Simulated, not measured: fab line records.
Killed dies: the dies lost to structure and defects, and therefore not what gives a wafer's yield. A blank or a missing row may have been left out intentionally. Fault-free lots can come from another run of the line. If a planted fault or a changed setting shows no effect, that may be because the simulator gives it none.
Which tool is to blame?	flow sky130	11 lots, 33 wafers sampled, at 2 steps of a route of 708

== WHAT THE GAUGES READ, wafer by wafer ==
SKY_SONOS_ONO_THK_MEAS_01. Usual: SONOS_ONO_OXIDATION_THK typically reads 2.60 nm, with standard deviation 0.055.
lot	measured	on	SONOS_ONO_OXIDATION_THK (nm)	flag
L618	day 11 16:23	film-metro-04	2.58 2.56 2.60	
L619	day 12 01:30	film-metro-04	2.61 2.60 2.66	
L620	day 12 21:05	film-metro-01	2.91 2.90 2.85	OFF
L621	day 12 21:07	film-metro-04	2.86 2.90 2.92	OFF
L622	day 12 23:36	film-metro-03	2.87 2.85 2.84	OFF
L631	day 15 20:53	film-metro-03	2.50 2.53 2.60	
L635	day 17 06:38	film-metro-04	2.69 2.68 2.68	
L636	day 17 10:36	film-metro-01	2.62 2.70 2.65	
L638	day 18 00:20	film-metro-03	2.52 2.56 2.62	
L639	day 18 08:00	film-metro-04	2.55 2.66 2.60	
L640	day 18 19:47	film-metro-03	2.64 2.63 2.60	

== WHICH TOOL RAN EACH LOT (tool, then ch and the chambers of the sampled wafers, then the start) ==
lot	SKY_SONOS_ONO_OXIDATION_00
L618	furnace-01 ch 0, day 11 15:03
L619	furnace-01 ch 0, day 12 00:10
L620	furnace-01 ch 0, day 12 19:44
L621	furnace-01 ch 0, day 12 19:44
L622	furnace-01 ch 0, day 12 22:15
L631	furnace-02 ch 0, day 15 19:32
L635	furnace-02 ch 0, day 17 05:17
L636	furnace-01 ch 0, day 17 09:14
L638	furnace-02 ch 0, day 17 22:59
L639	furnace-01 ch 0, day 18 06:38
L640	furnace-01 ch 0, day 18 18:25
- SKY_SONOS_ONO_OXIDATION_00: stabilise 600 s, purge 300 s, target thk 2.6 nm.

== AS READ BY THE TOOLS THEMSELVES (means over the sampled wafers that have a number; for cases with no such wafer, the mark the record gives instead) ==
SKY_SONOS_ONO_OXIDATION_00. Usual: ramp-down-c-per-min 2.9999, standard deviation 0.00056; spike-tc-centre-C 800.2 C, standard deviation 1.3; spike-tc-lower-C 801.0 C, standard deviation 1.6; spike-tc-upper-C 799.6 C, standard deviation 1.2; tube-center-temp-C 800 C, standard deviation 0.076; tube_center_temp_C_max 802.0, standard deviation 0.33.
lot	tool	ramp-down-c-per-min	spike-tc-centre-C (C)	spike-tc-lower-C (C)	spike-tc-upper-C (C)	tube-center-temp-C (C)	tube_center_temp_C_max	flag
L618	furnace-01	3.0000	798.6	799.6	799.4	800	801.9	
L619	furnace-01	3.0001	798.6	799.7	799.2	800	801.9	
L620	furnace-01	3.0003	806.1	807.1	806.0	807	809.1	OFF
L621	furnace-01	2.9995	806.1	806.8	806.8	807	809.2	OFF
L622	furnace-01	2.9998	806.8	807.2	806.3	807	809.9	OFF
L631	furnace-02	3.0003	801.2	802.4	801.0	800	802.3	
L635	furnace-02	3.0003	800.8	801.6	801.1	800	802.1	
L636	furnace-01	2.9998	799.0	798.9	798.1	800	801.7	
L638	furnace-02	2.9996	800.5	801.9	799.8	800	801.9	
L639	furnace-01	3.0004	800.1	799.1	799.9	800	802.1	
L640	furnace-01	3.0002	799.4	799.8	797.6	800	801.7	

== THE ANSWER, worked out from the rows above alone ==
Rule: take the mean of a lot's wafers that have a number; if it is more than 3 standard deviations from the usual mean, the lot is off. Also off: a lot with no number at a reading for which 4 or more lots have one. Any other lot the step has rows for is counted as sound. Order of review: gauges by route order, followed by the tools' own readings, for which a lot's mean as printed above is used. At the first step where some lot is off, the reading lying furthest off is the one used; lots without a number count as furthest.
Off: at SKY_SONOS_ONO_THK_MEAS_01 (SONOS_ONO_OXIDATION_THK), L620, L621, L622.
If a tool, at a process step before that reading, ran all the lots that are off and no sound lot after the first of them, it fits. The gauges at SKY_SONOS_ONO_THK_MEAS_01 aren't tried: what is off there is off at SKY_SONOS_ONO_OXIDATION_00 too, on other tools, and a gauge's error can't cause that. None of those tried fits.

== WHAT THE SIMULATOR HAD PUT IN ==
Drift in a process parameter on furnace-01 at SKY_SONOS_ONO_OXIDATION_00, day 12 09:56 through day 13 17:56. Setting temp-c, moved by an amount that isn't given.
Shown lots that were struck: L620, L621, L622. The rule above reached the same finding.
